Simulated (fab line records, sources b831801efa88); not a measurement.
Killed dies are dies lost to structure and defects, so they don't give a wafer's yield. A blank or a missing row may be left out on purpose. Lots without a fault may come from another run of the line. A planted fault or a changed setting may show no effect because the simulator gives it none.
Split-lot experiment | flow gf180mcu | 5 lots, 23 wafers read, on a route of 602 steps

THE SPLIT
At GF_SAB_COAT_04 (resist thk 1000 nm), the setting resist_thk_nm was moved away from the recipe's 1000 nm on 11 of the 23 wafers read, by -5.2% to -3.3%. The other wafers ran this setting at the recipe's value.

FROM THE SPLIT TO THE READING: what the file shows between them, 4 steps
- GF_SAB_SOFTBAKE_05: time 61.31 s
- GF_SAB_EXPOSE_06: exposes mask SAB, target cd 420 nm
- GF_SAB_PEB_07
- GF_SAB_DEVELOP_08: develop time 60 s

THE READING
cd_nm, in nm, at GF_SAB_CD_MEAS_09 (target cd 420 nm). Fault-free wafers of this fab line usually give 421.6 nm, standard deviation 1.9 nm.

wafer  | tool, chamber at the split | resist_thk_nm as run, nm | against the recipe | cd_nm, nm | against lot-mates on the recipe
L076.2 | litho_track-04, 0          | 1000                     | recipe             | 419.9     | -
L076.3 | litho_track-04, 0          | 1000                     | recipe             | 421.1     | -
L076.4 | litho_track-04, 0          | 957.5                    | -4.2%              | 416.8     | -3.8
L076.5 | litho_track-04, 0          | 957.5                    | -4.2%              | 418.9     | -1.7
L076.6 | litho_track-04, 0          | 1000                     | recipe             | 420.7     | -
L077.1 | litho_track-02, 0          | 1000                     | recipe             | 424.3     | -
L077.2 | litho_track-02, 0          | 1000                     | recipe             | 424.3     | -
L077.6 | litho_track-02, 0          | 1000                     | recipe             | 425.8     | -
L080.1 | litho_track-01, 0          | 966.7                    | -3.3%              | 415.2     | -5.5
L080.2 | litho_track-01, 0          | 966.7                    | -3.3%              | 417.7     | -3.0
L080.3 | litho_track-01, 0          | 966.7                    | -3.3%              | 416.5     | -4.2
L080.5 | litho_track-01, 0          | 1000                     | recipe             | 420.5     | -
L080.6 | litho_track-01, 0          | 1000                     | recipe             | 420.9     | -
L082.1 | litho_track-04, 0          | 1000                     | recipe             | 420.1     | -
L082.2 | litho_track-04, 0          | 947.7                    | -5.2%              | 416.0     | -4.8
L082.3 | litho_track-04, 0          | 947.7                    | -5.2%              | 416.1     | -4.7
L082.5 | litho_track-04, 0          | 947.7                    | -5.2%              | 414.9     | -5.9
L082.6 | litho_track-04, 0          | 1000                     | recipe             | 421.5     | -
L084.1 | litho_track-01, 0          | 964                      | -3.6%              | 418.5     | -3.1
L084.2 | litho_track-01, 0          | 1000                     | recipe             | 421.4     | -
L084.3 | litho_track-01, 0          | 1000                     | recipe             | 421.8     | -
L084.5 | litho_track-01, 0          | 964                      | -3.6%              | 418.7     | -2.9
L084.6 | litho_track-01, 0          | 964                      | -3.6%              | 417.6     | -4.0

THE FIT
A straight line over all 23 wafers: cd_nm changes by +1.16 nm for each +1% of resist_thk_nm; r = +0.84; the points scatter about the line by 1.6 nm.
The same after taking each lot's own level away (the mean of its wafers on the recipe; 23 wafers): +0.946 nm for each +1%; r = +0.92; scatter 0.91 nm.
On that fit, the largest move of resist_thk_nm shifts the reading by 4.9 nm.
The lots' own levels span 420.57 to 424.80 nm, that is 2.2 times the standard deviation above.
So the lot-to-lot level changes the slope: the two fits differ.
Check: with one of the wafers moved furthest among these (-5.2%) left out of the fit, the line predicts -5.02 nm for it against its lot-mates. It came out at -4.8 nm against them.

OTHER SPLITS ON THESE WAFERS
These wafers also went through other splits before the reading. Each is held against what the fit with the lots' levels taken away leaves over:
other split on the same wafers  | wafers away from the commonest value | r with cd_nm (lot level and that fit taken away)
GF_HV_LDD_SOFTBAKE_03 temp_c    | 11                                   | -0.18
GF_HV_LDD_IMPLANT_34 dose_cm2   | 9                                    | +0.30
GF_HV_LDD_IMPLANT_48 energy_kev | 8                                    | +0.08
GF_NSD_COAT_02 resist_thk_nm    | 6                                    | +0.13
GF_NSD_IMPLANT_10 energy_kev    | 8                                    | +0.02

THE WHOLE CHAIN: every reading that the file lists as answering this split, in the file's order
step              | what it does                                              | reading                                                                        | change (the file's fit)               | r (the file's)
GF_SAB_COAT_04    | resist thk 1000 nm                                        | NOVOLAK_of_SAB_COAT_04.thk_nm (the simulator's own value, which no gauge read) | +10.4 nm for each +1% of the setting  | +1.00
GF_SAB_CD_MEAS_09 | target cd 420 nm                                          | cd_nm                                                                          | +0.927 nm for each +1% of the setting | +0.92
GF_SAB_ETCH_11    | etches SiO2 in C4F8/O2/Ar, target depth 55 nm, time 8.5 s | SAB.cd_nm (the simulator's own value, which no gauge read)                     | +0.978 nm for each +1% of the setting | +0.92
GF_SAB_STRIP_13   | strips in O2/N2                                           | strip_time_to_endpoint_s                                                       | withheld for each +1% of the setting  | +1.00

THE FILE'S OWN FIT
cd_nm changes by +0.927 nm for each +1% of resist_thk_nm, r = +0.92.
